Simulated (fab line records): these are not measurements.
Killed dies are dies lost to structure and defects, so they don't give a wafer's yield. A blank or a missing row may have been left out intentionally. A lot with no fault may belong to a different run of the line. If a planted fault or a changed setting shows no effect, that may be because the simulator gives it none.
fab line records	flow sky130
record: lots: 5	wafers: 15	lastDay: 50
route steps=708 shown SONOS_TUNNEL@160 SONOS_ONO@168 GATE_OXIDE@187 PAD_OPEN@708
lots untouched by any fault: they come from a run of this same line in which no faults occurred
startH: start of the lot's first displayed wafer, in hours after the record's first day	waitH: hours elapsed since this lot's preceding step	" repeats the value in the row above	L1.1+2: one row covering several wafers at once	- no value present, or no start provided	* or withheld: withheld	< > ~ a bound
route shown NAME@n: NAME is a module with steps in the file, n the number in the route of the first one	usual: average and standard deviation across the fault-free wafers	same: alike in all rows	chamber/n: place in a boat	sites: the reading at each site	_std_site: how widely they spread, as a standard deviation	_edge_site: mean of outer sites minus mean of inner sites	radiusMm: how far each site lies from the wafer's centre	mask NAME#n: copy n	behind: the most recent tool/chamber to have shaped the wafer	hold: what put the lot on hold/how long, in hours/how the hold closed	device: which transistor (n, p or np) failed to switch	end of line: tests run on the same wafers once the route is complete	for a step that has no rows: nothing shown but its recipe	killed: not the wafer's yield, but the dies lost to structure and defects at the first sort	map: the dies of a wafer, with x for killed, . for not killed, _ for no die there
set.NAME: setting as actually run; set.NAME@STEP: the setting as run at that earlier step	model.NAME: the simulator's own value behind a step, which no gauge read
a table for each step, a row for each wafer; lots at some steps of the route
services: the hour from which a tool's chamber was out of use, counted from the record's first day as startH (under 0 if before that day), plus the number of hours and why
== steps ==
step: SKY_SONOS_TUNNEL_DEVELOP_06
recipe: resist: NOVOLAK	developer: TMAH	developTimeS: 60	devTempC: 23
step: SKY_SONOS_TUNNEL_CD_MEAS_07
recipe: targetCdNm: 410
usual: cdNm: 410.4/2
lot.wafer	tool	chamber	startH	waitH	cdNm
L729.2	cdSem-02	-	319.94	0.1	410.0
L729.3	"	-	"	"	410.8
L729.4	"	-	"	"	408.1
L737.1	cdSem-01	-	396.89	0.1	410.6
L737.2	"	-	"	"	407.8
L737.3	"	-	"	"	410.7
L740.2	cdSem-01	-	408.51	0.1	411.7
L740.3	"	-	"	"	410.7
L740.5	"	-	"	"	409.2
L742.1	cdSem-01	-	423.97	0.1	413.9
L742.2	"	-	"	"	411.7
L742.6	"	-	"	"	413.8
L743.2	cdSem-01	-	433.51	0.1	407.9
L743.4	"	-	"	"	410.4
L743.6	"	-	"	"	409.6
step: SKY_SONOS_TUNNEL_OVL_MEAS_08
usual: SONOS_TUNNEL_OVL: -0.2/1.5
lot.wafer	tool	chamber	startH	waitH	SONOS_TUNNEL_OVL[nm]
L729.2	overlay-01	-	320.05	0.1	-1.3
L729.3	"	-	"	"	-2.2
L729.4	"	-	"	"	-2.3
L737.1	overlay-02	-	397.01	0.1	-2.1
L737.2	"	-	"	"	1.0
L737.3	"	-	"	"	-0.7
L740.2	overlay-01	-	408.62	0.1	-0.7
L740.3	"	-	"	"	1.8
L740.5	"	-	"	"	1.7
L742.1	overlay-02	-	424.09	0.1	-0.2
L742.2	"	-	"	"	-0.4
L742.6	"	-	"	"	0.0
L743.2	overlay-01	-	433.62	0.1	2.0
L743.4	"	-	"	"	1.9
L743.6	"	-	"	"	0.4
step: SKY_SONOS_TUNNEL_IMPLANT_09
recipe: species: B	energyKev: 20	doseCm2: 1.019e+12	tiltDeg: withheld
step: SKY_SONOS_TUNNEL_WET_ETCH_10
recipe: chemistry: dHF	targetDepthNm: 14	target: SiO2	dilution: 100:1	tempC: 25	timeS: 280
step: SKY_SONOS_TUNNEL_STRIP_11
recipe: chemistry: SPM	timeS: 600	tempC: 130
step: SKY_SONOS_TUNNEL_TW_MEAS_12
usual: SONOS_TUNNEL_TW: 197.9/2.6
lot.wafer	tool	chamber	startH	waitH	SONOS_TUNNEL_TW
L729.2	filmMetro-01	-	320.72	0.0	201.0
L729.3	"	-	"	"	200.6
L729.4	"	-	"	"	200.1
L737.1	filmMetro-01	-	397.47	0.0	200.8
L737.2	"	-	"	"	199.8
L737.3	"	-	"	"	201.1
L740.2	filmMetro-01	-	409.07	0.0	201.8
L740.3	"	-	"	"	200.8
L740.5	"	-	"	"	201.5
L742.1	filmMetro-02	-	424.54	0.0	194.1
L742.2	"	-	"	"	195.5
L742.6	"	-	"	"	194.2
L743.2	filmMetro-01	-	434.07	0.0	199.0
L743.4	"	-	"	"	199.1
L743.6	"	-	"	"	199.3
step: SKY_SONOS_TUNNEL_CLEAN_13
recipe: chemistry: dHF	timeS: 20	dilution: 100:1	dry: ipaMarangoni
step: SKY_SONOS_ONO_OXIDATION_00
recipe: tempC: 800	ambient: O2	idleTempC: 700	rampUpCPerMin: 10	rampDownCPerMin: 3	stabiliseS: 600	purgeS: 300	targetThkA: 26	oxTimeS: 1249
step: SKY_SONOS_ONO_THK_MEAS_01
recipe: reads: SiO2_of_SONOS_ONO_OXIDATION_00
usual: SONOS_ONO_OXIDATION_THK: 2.59/0.053
lot.wafer	tool	chamber	startH	waitH	SONOS_ONO_OXIDATION_THK[nm]
L729.2	filmMetro-01	-	322.99	0.0	2.62
L729.3	"	-	"	"	2.65
L729.4	"	-	"	"	2.54
L737.1	filmMetro-03	-	400.94	0.0	2.59
L737.2	"	-	"	"	2.58
L737.3	"	-	"	"	2.54
L740.2	filmMetro-01	-	410.76	0.0	2.55
L740.3	"	-	"	"	2.55
L740.5	"	-	"	"	2.53
L742.1	filmMetro-04	-	428.33	0.0	2.58
L742.2	"	-	"	"	2.58
L742.6	"	-	"	"	2.56
L743.2	filmMetro-01	-	437.02	0.0	2.62
L743.4	"	-	"	"	2.52
L743.6	"	-	"	"	2.60
step: SKY_SONOS_ONO_CVD_02
recipe: material: Si3N4	precursor: DCS/NH3	targetThkNm: 10.5	tempC: 770	timeS: 180	pressureMtorr: 250
step: SKY_SONOS_ONO_THK_MEAS_03
recipe: reads: Si3N4_of_SONOS_ONO_CVD_02
usual: SONOS_ONO_CVD_02_THK: 10.51/0.14
lot.wafer	tool	chamber	startH	waitH	SONOS_ONO_CVD_02_THK[nm]
L729.2	filmMetro-01	-	326.49	0.0	10.45
L729.3	"	-	"	"	10.46
L729.4	"	-	"	"	10.41
L737.1	filmMetro-04	-	402.17	0.0	10.51
L737.2	"	-	"	"	10.38
L737.3	"	-	"	"	10.48
L740.2	filmMetro-01	-	412.00	0.0	10.57
L740.3	"	-	"	"	10.67
L740.5	"	-	"	"	10.71
L742.1	filmMetro-04	-	429.44	0.0	10.41
L742.2	"	-	"	"	10.32
L742.6	"	-	"	"	10.44
L743.2	filmMetro-03	-	438.57	0.0	10.49
L743.4	"	-	"	"	10.36
L743.6	"	-	"	"	10.54
step: SKY_SONOS_ONO_CVD_04
recipe: material: SiO2	precursor: SiH4/N2O	targetThkNm: 5.7199	tempC: 900	pressureMtorr: 400
usual: spikeTcBottomC: 915.3/1.3	spikeTcCentreC: 899.4/1.3	spikeTcLowerC: 900.6/1.9	zonePowerCentrePct: 19.35/0.19	zonePowerUpperPct: 17.7/0.58
lot.wafer	tool	chamber	startH	waitH	spikeTcBottomC	spikeTcCentreC	spikeTcLowerC	zonePowerCentrePct	zonePowerUpperPct	model.SiO2_of_SONOS_ONO_CVD_04.thkNm
L729.2	lpcvd-03	0	326.54	0.0	914.5	911.8	896.1	24.75	15.7	6.018
L729.3	"	0	"	"	915.2	912.1	897.9	24.35	15.5	5.985
L729.4	"	0	"	"	915.1	913.7	897.3	24.51	15.4	5.853
L737.1	lpcvd-03	0	402.23	0.1	912.9	897.8	899.5	19.45	18.1	5.519
L737.2	"	0	"	"	915.3	898.5	900.5	19.06	18.4	5.533
L737.3	"	0	"	"	911.5	896.9	900.0	19.47	17.8	5.615
L740.2	lpcvd-03	1	412.05	0.0	915.8	901.8	903.2	19.48	16.9	5.633
L740.3	"	1	"	"	916.9	900.8	903.5	18.89	17.1	5.734
L740.5	"	1	"	"	918.2	899.9	901.9	19.20	16.9	5.609
L742.1	lpcvd-03	1	429.50	0.1	916.9	898.6	903.5	19.55	16.8	5.837
L742.2	"	1	"	"	916.9	900.8	902.6	19.35	16.9	5.854
L742.6	"	1	"	"	916.2	900.4	901.7	19.48	17.4	5.886
L743.2	lpcvd-03	1	438.62	0.0	915.9	901.8	903.4	19.21	16.7	5.732
L743.4	"	1	"	"	917.0	898.9	904.9	19.46	17.0	5.77
L743.6	"	1	"	"	916.6	900.0	902.7	19.26	17.3	5.644
step: SKY_SONOS_ONO_THK_MEAS_05
recipe: reads: SiO2_of_SONOS_ONO_CVD_04
usual: SONOS_ONO_CVD_04_THK: 5.75/0.093
lot.wafer	tool	chamber	startH	waitH	SONOS_ONO_CVD_04_THK[nm]
L729.2	filmMetro-01	-	327.80	0.0	5.99
L729.3	"	-	"	"	5.99
L729.4	"	-	"	"	5.81
L737.1	filmMetro-01	-	403.48	0.0	5.56
L737.2	"	-	"	"	5.55
L737.3	"	-	"	"	5.57
L740.2	filmMetro-01	-	413.31	0.0	5.66
L740.3	"	-	"	"	5.76
L740.5	"	-	"	"	5.58
L742.1	filmMetro-03	-	430.75	0.0	5.83
L742.2	"	-	"	"	5.87
L742.6	"	-	"	"	5.87
L743.2	filmMetro-01	-	439.88	0.0	5.75
L743.4	"	-	"	"	5.78
L743.6	"	-	"	"	5.67
step: SKY_SONOS_ONO_DEHYDRATE_06
recipe: tempC: 200	timeS: 60
step: SKY_SONOS_ONO_HMDS_07
recipe: primeTimeS: 60	primeTempC: 120
step: SKY_SONOS_ONO_COAT_08
recipe: resist: NOVOLAK	spinRpm: 3000	resistThkNm: 1140
step: SKY_SONOS_ONO_SOFTBAKE_09
recipe: tempC: 88.76	timeS: 60	resist: NOVOLAK
step: SKY_SONOS_ONO_EXPOSE_10
recipe: maskId: ONOM	targetCdNm: 410	na: 0.6	sourceShape: conventional	sigmaOuter: 0.6	doseMj: 150
step: SKY_SONOS_ONO_PEB_11
recipe: tempC: withheld	timeS: *	resist: NOVOLAK
step: SKY_SONOS_ONO_DEVELOP_12
recipe: developTimeS: 60	devTempC: 23
step: SKY_SONOS_ONO_CD_MEAS_13
recipe: targetCdNm: 410
usual: cdNm: 409.6/2
lot.wafer	tool	chamber	startH	waitH	cdNm
L729.2	cdSem-02	-	354.71	0.1	410.5
L729.3	"	-	"	"	410.0
L729.4	"	-	"	"	411.5
L737.1	cdSem-02	-	433.79	0.1	411.3
L737.2	"	-	"	"	409.8
L737.3	"	-	"	"	409.0
L740.2	cdSem-01	-	443.21	0.1	407.0
L740.3	"	-	"	"	407.4
L740.5	"	-	"	"	405.7
L742.1	cdSem-02	-	460.54	0.1	409.4
L742.2	"	-	"	"	408.6
L742.6	"	-	"	"	409.2
L743.2	cdSem-01	-	470.91	0.1	410.7
L743.4	"	-	"	"	405.4
L743.6	"	-	"	"	411.6
step: SKY_SONOS_ONO_OVL_MEAS_14
usual: SONOS_ONO_OVL: -0.1/1.2
lot.wafer	tool	chamber	startH	waitH	SONOS_ONO_OVL[nm]
L729.2	overlay-01	-	354.82	0.1	1.5
L729.3	"	-	"	"	1.3
L729.4	"	-	"	"	1.6
L737.1	overlay-01	-	433.91	0.1	-0.3
L737.2	"	-	"	"	-0.5
L737.3	"	-	"	"	-1.4
L740.2	overlay-02	-	443.32	0.1	0.6
L740.3	"	-	"	"	0.9
L740.5	"	-	"	"	2.8
L742.1	overlay-02	-	460.66	0.1	-2.0
L742.2	"	-	"	"	-0.9
L742.6	"	-	"	"	-1.5
L743.2	overlay-01	-	471.01	0.1	0.7
L743.4	"	-	"	"	0.0
L743.6	"	-	"	"	0.7
step: SKY_SONOS_ONO_ETCH_15
recipe: targetDepthNm: 19.52	chemistry: CHF3/O2	sourceW: 600	biasW: 200	pressureMtorr: 40	chf3FlowSccm: 50	O2_flow_sccm: 5	timeS: 7.8
usual: chf3FlowSccm: 50.02/0.15	drypumpMotorCurrentA: 5.9/0.45	oesProductAu: 1.000/0.0096	throttleValvePct: 8.826/0.009
lot.wafer	tool	chamber	startH	waitH	chf3FlowSccm	drypumpMotorCurrentA	oesProductAu	rfHoursCounterH	throttleValvePct
L729.2	rieDiel-03	0	354.85	0.0	50.16	5.8	1.008	8	8.826
L729.3	"	2	"	"	49.99	5.5	1.016	97	8.829
L729.4	"	1	"	"	50.11	6.3	0.999	64	8.819
L737.1	rieDiel-03	1	433.94	0.0	50.44	6.3	1.006	66	8.824
L737.2	"	2	"	"	50.06	5.6	1.013	99	8.822
L737.3	"	0	"	"	50.01	5.8	1.010	9	8.813
L740.2	rieDiel-02	3	443.35	0.0	50.10	5.1	1.003	89	8.831
L740.3	"	0	"	"	50.24	6.2	0.991	5	8.837
L740.5	"	3	"	"	49.88	5.1	1.001	-	8.822
L742.1	rieDiel-02	3	460.69	0.0	50.08	5.1	0.994	89	8.839
L742.2	"	1	"	"	49.80	5.7	0.984	18	8.802
L742.6	"	3	"	"	49.69	5.2	0.991	-	8.813
L743.2	rieDiel-03	0	471.04	0.0	50.02	5.8	1.013	10	8.841
L743.4	"	1	"	"	50.03	6.3	0.996	-	8.816
L743.6	"	3	"	"	50.02	5.9	1.014	-	8.843
step: SKY_SONOS_ONO_WET_ETCH_16
recipe: chemistry: dHF	targetDepthNm: 14	dry: n2Spin	target: SiO2	dilution: 100:1	tempC: 25	timeS: 280
step: SKY_SONOS_ONO_STRIP_17
recipe: chemistry: O2/N2	powerW: 1400	pressureMtorr: 1500	platenTempC: withheld	o2FlowSccm: 3000	n2FlowSccm: 300	overashFraction: 0.5
usual: drypumpMotorCurrentA: 5.6/0.3	oesProductAu: 0.710/0.0049	stripTimeToEndpointS: 14.13/0.035
lot.wafer	tool	chamber	startH	waitH	drypumpMotorCurrentA	oesProductAu	rfHoursCounterH	stripTimeToEndpointS
L729.2	plasmaAsher-04	0	354.95	0.0	5.0	0.710	54	14.17
L729.3	"	0	"	"	5.0	0.704	-	14.14
L729.4	"	1	"	"	5.4	0.707	-	14.16
L737.1	plasmaAsher-04	1	434.06	0.0	5.4	0.715	62	14.15
L737.2	"	0	"	"	5.0	0.702	62	14.14
L737.3	"	0	"	"	5.0	0.702	-	14.12
L740.2	plasmaAsher-01	0	443.46	0.0	5.8	0.707	33	14.13
L740.3	"	0	"	"	5.7	0.703	-	14.11
L740.5	"	1	"	"	5.9	0.715	-	14.14
L742.1	plasmaAsher-01	0	460.90	0.0	5.8	0.715	35	14.11
L742.2	"	1	"	"	5.9	0.710	35	14.13
L742.6	"	0	"	"	5.8	0.705	-	14.16
L743.2	plasmaAsher-04	1	471.15	0.0	5.4	0.706	66	14.16
L743.4	"	1	"	"	5.4	0.709	-	14.18
L743.6	"	1	"	"	5.4	0.710	-	14.12
step: SKY_SONOS_ONO_WET_ETCH_18
recipe: chemistry: H3PO4	targetDepthNm: 15	target: Si3N4	tempC: 160	timeS: 172
step: SKY_GATE_OXIDE_CLEAN_00
recipe: chemistry: SC1/SC2	mix: 1:4:20	tempC: 70	timeS: 150	dry: n2Spin
step: SKY_GATE_OXIDE_OXIDATION_01
recipe: tempC: 900	ambient: O2	stabiliseS: 600	purgeS: 300	targetThkA: 102.68	oxTimeS: 1473
step: SKY_GATE_OXIDE_THK_MEAS_02
recipe: reads: SiO2_of_GATE_OXIDE_OXIDATION_01
usual: GATE_OXIDE_OXIDATION_00_THK: 10.26/0.21
lot.wafer	tool	chamber	startH	waitH	GATE_OXIDE_OXIDATION_00_THK[nm]
L729.2	filmMetro-04	-	357.31	0.0	9.98
L729.3	"	-	"	"	10.19
L729.4	"	-	"	"	10.29
L737.1	filmMetro-03	-	437.07	0.0	10.20
L737.2	"	-	"	"	10.05
L737.3	"	-	"	"	10.12
L740.2	filmMetro-03	-	445.08	0.0	10.54
L740.3	"	-	"	"	10.50
L740.5	"	-	"	"	10.40
L742.1	filmMetro-02	-	463.18	0.0	10.80
L742.2	"	-	"	"	10.93
L742.6	"	-	"	"	10.77
L743.2	filmMetro-02	-	473.51	0.0	10.28
L743.4	"	-	"	"	10.17
L743.6	"	-	"	"	10.36
step: SKY_GATE_OXIDE_DEHYDRATE_03
recipe: tempC: 200	timeS: 60
step: SKY_GATE_OXIDE_HMDS_04
recipe: primeTimeS: 60	primeTempC: 120
step: SKY_GATE_OXIDE_COAT_05
recipe: resist: NOVOLAK	spinRpm: 3000	resistThkNm: 1140
step: SKY_GATE_OXIDE_SOFTBAKE_06
recipe: tempC: 90	timeS: 60	resist: NOVOLAK
step: SKY_GATE_OXIDE_EXPOSE_07
recipe: maskId: LVOM	na: 0.6	sourceShape: conventional	sigmaOuter: 0.6	polarization: unpolarized	targetCdNm: 600	doseMj: 170
step: SKY_GATE_OXIDE_PEB_08
recipe: tempC: withheld	timeS: *	resist: NOVOLAK
step: SKY_GATE_OXIDE_DEVELOP_09
recipe: resist: NOVOLAK	developer: TMAH	developTimeS: 60	devTempC: 23
step: SKY_GATE_OXIDE_OVL_MEAS_10
usual: GATE_OXIDE_OVL: 1.3/1.2
lot.wafer	tool	chamber	startH	waitH	GATE_OXIDE_OVL[nm]
L729.2	overlay-01	-	385.48	0.1	1.1
L729.3	"	-	"	"	2.6
L729.4	"	-	"	"	2.9
L737.1	overlay-01	-	468.29	0.1	0.4
L737.2	"	-	"	"	1.6
L737.3	"	-	"	"	-0.3
L740.2	overlay-01	-	475.15	0.1	-0.2
L740.3	"	-	"	"	-0.3
L740.5	"	-	"	"	1.7
L742.1	overlay-01	-	493.59	0.1	2.6
L742.2	"	-	"	"	1.7
L742.6	"	-	"	"	4.5
L743.2	overlay-01	-	503.79	0.1	0.2
L743.4	"	-	"	"	2.4
L743.6	"	-	"	"	0.5
step: SKY_GATE_OXIDE_IMPLANT_11
recipe: species: B	energyKev: 10	doseCm2: 2.6e+12	tiltDeg: withheld
step: SKY_GATE_OXIDE_WET_ETCH_12
recipe: chemistry: dHF	targetDepthNm: 16.8	dry: n2Spin	target: SiO2	dilution: 100:1	tempC: 25	timeS: 336
step: SKY_GATE_OXIDE_STRIP_13
recipe: chemistry: O2/N2	powerW: 1400	pressureMtorr: 1500	platenTempC: withheld	o2FlowSccm: 3000	n2FlowSccm: 300	overashFraction: 0.5
usual: drypumpMotorCurrentA: 5.6/0.46	oesProductAu: 0.715/0.0052	stripTimeToEndpointS: 14.17/0.049
lot.wafer	tool	chamber	startH	waitH	drypumpMotorCurrentA	oesProductAu	rfHoursCounterH	stripTimeToEndpointS
L729.2	plasmaAsher-03	1	385.76	0.0	6.4	0.718	67	14.11
L729.3	"	0	"	"	6.1	0.717	-	14.13
L729.4	"	1	"	"	6.4	0.720	-	14.11
L737.1	plasmaAsher-04	1	468.57	0.0	5.4	0.714	65	14.17
L737.2	"	0	"	"	5.0	0.717	65	14.17
L737.3	"	1	"	"	5.4	0.708	-	14.11
L740.2	plasmaAsher-02	0	475.43	0.0	5.5	0.717	4	14.19
L740.3	"	0	"	"	5.5	0.711	-	14.13
L740.5	"	1	"	"	5.6	0.725	-	14.23
L742.1	plasmaAsher-04	1	493.89	0.0	5.5	0.714	68	14.15
L742.2	"	0	"	"	5.0	0.718	68	14.12
L742.6	"	1	"	"	5.4	0.721	-	14.10
L743.2	plasmaAsher-04	1	504.07	0.0	5.5	0.719	70	14.18
L743.4	"	0	"	"	5.0	0.712	-	14.20
L743.6	"	0	"	"	5.0	0.712	-	14.19
step: SKY_GATE_OXIDE_TW_MEAS_14
usual: GATE_OXIDE_TW: 222.8/2.3
lot.wafer	tool	chamber	startH	waitH	GATE_OXIDE_TW
L729.2	filmMetro-02	-	385.87	0.1	220.1
L729.3	"	-	"	"	220.0
L729.4	"	-	"	"	220.0
L737.1	filmMetro-03	-	468.67	0.1	222.6
L737.2	"	-	"	"	223.3
L737.3	"	-	"	"	223.2
L740.2	filmMetro-03	-	475.54	0.1	222.5
L740.3	"	-	"	"	223.5
L740.5	"	-	"	"	222.5
L742.1	filmMetro-03	-	493.99	0.1	222.8
L742.2	"	-	"	"	222.9
L742.6	"	-	"	"	225.0
L743.2	filmMetro-03	-	504.18	0.1	223.0
L743.4	"	-	"	"	222.5
L743.6	"	-	"	"	222.2
step: SKY_GATE_OXIDE_CLEAN_15
recipe: chemistry: SC1/SC2	mix: 1:4:20	tempC: 70	timeS: 150	dry: n2Spin
usual: bathGuardTempC: 69.9/0.55
lot.wafer	tool	chamber	startH	waitH	bathGuardTempC	model.SiO2_of_SONOS_ONO_CVD_04.thkNm
L729.2	wetBench-02	1	385.92	0.0	69.6	4.497
L729.3	"	1	"	"	69.9	4.468
L729.4	"	1	"	"	70.0	4.331
L737.1	wetBench-03	1	468.73	0.1	70.0	4.016
L737.2	"	1	"	"	70.4	4.029
L737.3	"	1	"	"	70.5	4.107
L740.2	wetBench-02	0	475.59	0.0	70.4	4.107
L740.3	"	0	"	"	70.0	4.208
L740.5	"	0	"	"	69.9	4.083
L742.1	wetBench-03	1	494.05	0.1	70.1	4.306
L742.2	"	1	"	"	69.8	4.323
L742.6	"	1	"	"	70.0	4.358
L743.2	wetBench-02	3	504.23	0.0	70.3	4.219
L743.4	"	3	"	"	70.5	4.257
L743.6	"	3	"	"	70.5	4.126
step: SKY_PAD_OPEN_PROBE_99
usual: killed_at_M0_to_M3: 43/7.3	killed_at_M4_up: 3.1/1.8	killedAtContacts: 24/5.4	killedAtFrontEnd: 15/4.1	killedAtOther: 0.2/0.52	killedDies: 86/10	killedOpen: 47/7.3	killedShort: 39/6.4
same: grossDies: 492	killedAtBackSide: 0
lot.wafer	tool	chamber	startH	waitH	killed_at_M0_to_M3	killed_at_M4_up	killedAtContacts	killedAtFrontEnd	killedAtOther	killedDies	killedOpen	killedShort	model.etest.capOno.gateLog10ACm2	model.etest.capOno.toxAccNm	model.etest.sonosProgrammed.vtV	model.etest.sonosErased.vtV	model.etest.sonosBaked.vtV
L729.2	prober-02	-	1132.14	0.1	31	3	28	16	0	78	50	28	-8.309	13.15	1.325	-2.143	0.8154
L729.3	prober-02	-	1132.19	0.2	44	2	19	16	0	81	48	33	-8.32	13.18	1.322	-2.094	0.8741
L729.4	prober-02	-	1132.24	0.2	51	2	36	15	0	104	60	44	-8.044	12.99	1.402	-2.243	0.9138
L737.1	prober-01	-	1178.60	0.1	33	1	20	12	0	66	36	29	-7.712	12.68	1.544	-2.389	0.9619
L737.2	prober-01	-	1178.65	0.1	41	0	33	11	0	85	46	39	-7.668	12.68	1.55	-2.391	1.01
L737.3	prober-01	-	1178.70	0.2	51	4	29	11	0	95	54	41	-7.756	12.81	1.48	-2.309	0.9629
L740.2	prober-01	-	1185.18	0.1	40	0	19	14	0	73	40	33	-7.827	12.81	1.5	-2.309	0.9658
L740.3	prober-01	-	1185.23	0.2	51	4	30	11	0	96	57	39	-8.029	12.99	1.427	-2.272	0.9283
L740.5	prober-01	-	1185.33	0.2	45	4	22	13	0	84	40	44	-7.911	12.83	1.5	-2.312	0.9857
L742.1	prober-01	-	1192.59	0.1	36	1	27	18	0	82	45	37	-8.042	12.93	1.43	-2.264	0.9301
L742.2	prober-01	-	1192.64	0.1	46	3	27	16	1	93	52	41	-7.862	12.89	1.436	-2.284	0.947
L742.6	prober-01	-	1192.84	0.2	41	2	28	17	0	88	45	42	-8.054	13.03	1.365	-2.264	0.937
L743.2	prober-02	-	1195.56	0.1	41	1	21	9	2	74	36	38	-7.91	12.88	1.449	-2.281	0.8844
L743.4	prober-02	-	1195.66	0.2	42	2	19	9	0	72	39	33	-7.841	12.83	1.424	-2.348	0.8915
L743.6	prober-02	-	1195.76	0.2	40	3	28	14	0	85	47	38	-7.878	12.84	1.453	-2.306	0.9675
killed by level:class
L729.2 CONTACT:geometricParticle:open=16 VIA1:geometricParticle:open=9 FIELD_ISO:geometricParticle:short=6 FIELD_ISO:geometricParticle:open=4 LI_CONTACT:geometricParticle:open=4 METAL1:geometricParticle:short=4 METAL1:geometricParticle:open=4 VIA2:geometricParticle:open=4
L729.3 VIA1:geometricParticle:open=9 CONTACT:geometricParticle:open=8 METAL2:geometricParticle:short=8 VIA2:geometricParticle:open=8 VIA3:geometricParticle:open=6 FIELD_ISO:geometricParticle:open=5 POLY_GATE:geometricParticle:open=5 LI_CONTACT:geometricParticle:open=5
L729.4 CONTACT:geometricParticle:open=12 VIA2:geometricParticle:open=11 VIA1:geometricParticle:open=11 LI_CONTACT:geometricParticle:open=9 CONTACT:geometricParticle:short=8 LOCAL_INTERCONNECT:geometricParticle:short=7 METAL1:geometricParticle:short=7 FIELD_ISO:geometricParticle:open=5
L737.1 VIA1:geometricParticle:open=9 LI_CONTACT:geometricParticle:open=7 VIA1:geometricParticle:short=6 METAL2:geometricParticle:short=5 CONTACT:geometricParticle:open=5 FIELD_ISO:geometricParticle:short=4 LOCAL_INTERCONNECT:geometricParticle:short=4 CONTACT:geometricParticle:short=3
L737.2 CONTACT:geometricParticle:open=11 VIA1:geometricParticle:open=8 VIA3:geometricParticle:open=7 LOCAL_INTERCONNECT:geometricParticle:short=6 CONTACT:geometricParticle:short=5 LI_CONTACT:geometricParticle:open=5 LI_CONTACT:geometricParticle:short=5 VIA2:geometricParticle:short=5
L737.3 VIA1:geometricParticle:open=16 CONTACT:geometricParticle:open=14 VIA1:geometricParticle:short=7 VIA2:geometricParticle:open=7 METAL3:geometricParticle:short=6 LOCAL_INTERCONNECT:geometricParticle:short=5 CONTACT:geometricParticle:short=5 METAL2:geometricParticle:short=5
L740.2 VIA2:geometricParticle:open=11 VIA1:geometricParticle:open=10 FIELD_ISO:geometricParticle:open=6 LI_CONTACT:geometricParticle:open=5 LOCAL_INTERCONNECT:geometricParticle:short=5 VIA1:geometricParticle:short=5 METAL2:geometricParticle:short=5 METAL1:geometricParticle:short=4
L740.3 VIA3:geometricParticle:open=14 CONTACT:geometricParticle:open=11 LI_CONTACT:geometricParticle:open=8 VIA1:geometricParticle:open=8 VIA2:geometricParticle:open=8 METAL2:geometricParticle:short=7 CONTACT:geometricParticle:short=4 LOCAL_INTERCONNECT:geometricParticle:short=4
L740.5 METAL1:geometricParticle:short=8 METAL2:geometricParticle:short=8 LI_CONTACT:geometricParticle:open=7 VIA1:geometricParticle:open=7 VIA2:geometricParticle:open=6 CONTACT:geometricParticle:open=5 CONTACT:geometricParticle:short=5 FIELD_ISO:geometricParticle:short=4
L742.1 LI_CONTACT:geometricParticle:open=9 CONTACT:geometricParticle:open=7 VIA2:geometricParticle:open=7 POLY_GATE:geometricParticle:short=6 POLY_GATE:geometricParticle:open=5 CONTACT:geometricParticle:short=5 VIA1:geometricParticle:open=5 METAL2:geometricParticle:short=5
L742.2 CONTACT:geometricParticle:open=14 VIA1:geometricParticle:open=12 METAL2:geometricParticle:short=6 FIELD_ISO:geometricParticle:open=5 POLY_GATE:geometricParticle:short=5 VIA2:geometricParticle:short=5 CONTACT:geometricParticle:short=4 METAL1:geometricParticle:short=4
L742.6 VIA2:geometricParticle:open=9 LOCAL_INTERCONNECT:geometricParticle:short=8 CONTACT:geometricParticle:open=7 VIA1:geometricParticle:open=6 FIELD_ISO:geometricParticle:short=5 POLY_GATE:geometricParticle:open=5 LI_CONTACT:geometricParticle:open=5 CONTACT:geometricParticle:short=5
L743.2 LI_CONTACT:geometricParticle:open=9 CONTACT:geometricParticle:open=8 METAL1:geometricParticle:short=8 VIA1:geometricParticle:open=5 VIA1:geometricParticle:short=5 METAL3:geometricParticle:short=5 FIELD_ISO:geometricParticle:short=3 VIA3:geometricParticle:open=3
L743.4 VIA2:geometricParticle:open=10 VIA1:geometricParticle:open=9 CONTACT:geometricParticle:open=6 METAL2:geometricParticle:short=6 METAL3:geometricParticle:short=4 FIELD_ISO:geometricParticle:short=4 VIA2:geometricParticle:short=4 CONTACT:geometricParticle:short=4
L743.6 CONTACT:geometricParticle:open=12 VIA2:geometricParticle:open=10 LI_CONTACT:geometricParticle:open=7 VIA1:geometricParticle:open=7 CONTACT:geometricParticle:short=5 METAL2:geometricParticle:short=5 FIELD_ISO:geometricParticle:short=4 METAL1:geometricParticle:short=4
== services ==
tool	chamber	startH	hours	kind
rieDiel-03	-	305.39	0.5	repair
plasmaAsher-02	-	311.08	0.5	repair
plasmaAsher-01	-	334.71	2.2	repair
rieDiel-02	3	343.94	1.7	repair
plasmaAsher-01	-	359.88	2.8	pm
rieDiel-03	0	360.58	1.2	repair
wetBench-02	-	363.51	1.2	repair
rieDiel-02	-	374.27	0.2	repair
plasmaAsher-02	-	421.28	9.0	pm
plasmaAsher-02	0	421.28	9.0	ventCycle
plasmaAsher-02	1	421.28	9.0	ventCycle
rieDiel-02	2	431.39	5.6	repair
plasmaAsher-02	-	438.27	1.1	repair
plasmaAsher-02	-	449.94	0.5	repair
plasmaAsher-01	-	450.94	0.7	repair
rieDiel-02	0	454.12	8.2	repair
rieDiel-03	2	457.84	-	clean
rieDiel-03	2	457.84	14.7	scheduledDown
rieDiel-03	2	457.84	14.7	ventCycle
rieDiel-02	2	460.60	13.2	repair
plasmaAsher-03	-	460.92	0.6	repair
rieDiel-02	3	468.56	12.7	repair
plasmaAsher-02	-	487.05	55.4	repair
plasmaAsher-03	-	503.55	15.6	pm
== key ==
firstSign: step: SKY_SONOS_ONO_CVD_04	reading: zonePowerCentrePct	direction: up	sigmas: 27	usual: 19.35	struck: 24.54
effect: step: SKY_SONOS_ONO_CVD_04	reading: spikeTcCentreC	direction: up	sigmas: 9.8	usual: 899.4	struck: 912.5
modelEffect: step: SKY_SONOS_ONO_CVD_04	value: SiO2_of_SONOS_ONO_CVD_04.thkNm	without: 5.708	struck: 5.952
modelEffect: step: SKY_GATE_OXIDE_CLEAN_15	value: SiO2_of_SONOS_ONO_CVD_04.thkNm	without: 4.189	struck: 4.432
modelEffect: step: SKY_PAD_OPEN_PROBE_99	value: etest.capOno.gateLog10ACm2	without: -7.91	struck: -8.225
metAt SKY_SONOS_ONO_CVD_04
struckWafers L729.2,L729.3,L729.4
testerLeftOut L729
fault: kind: processParameterDrift	tool: lpcvd-03	chamber: 0	onsetH: 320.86	steps: SKY_SONOS_ONO_CVD_04	channel: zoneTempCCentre	offset: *	shape: step	endH: 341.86
testerLeftOut: of these lots the tester's yield and bins aren't shown, on N5 and GAA mostly nor the transistor test; their killed dies are dies lost to structure and defects alone, not to doping, threshold or leakage, so they don't give the yield
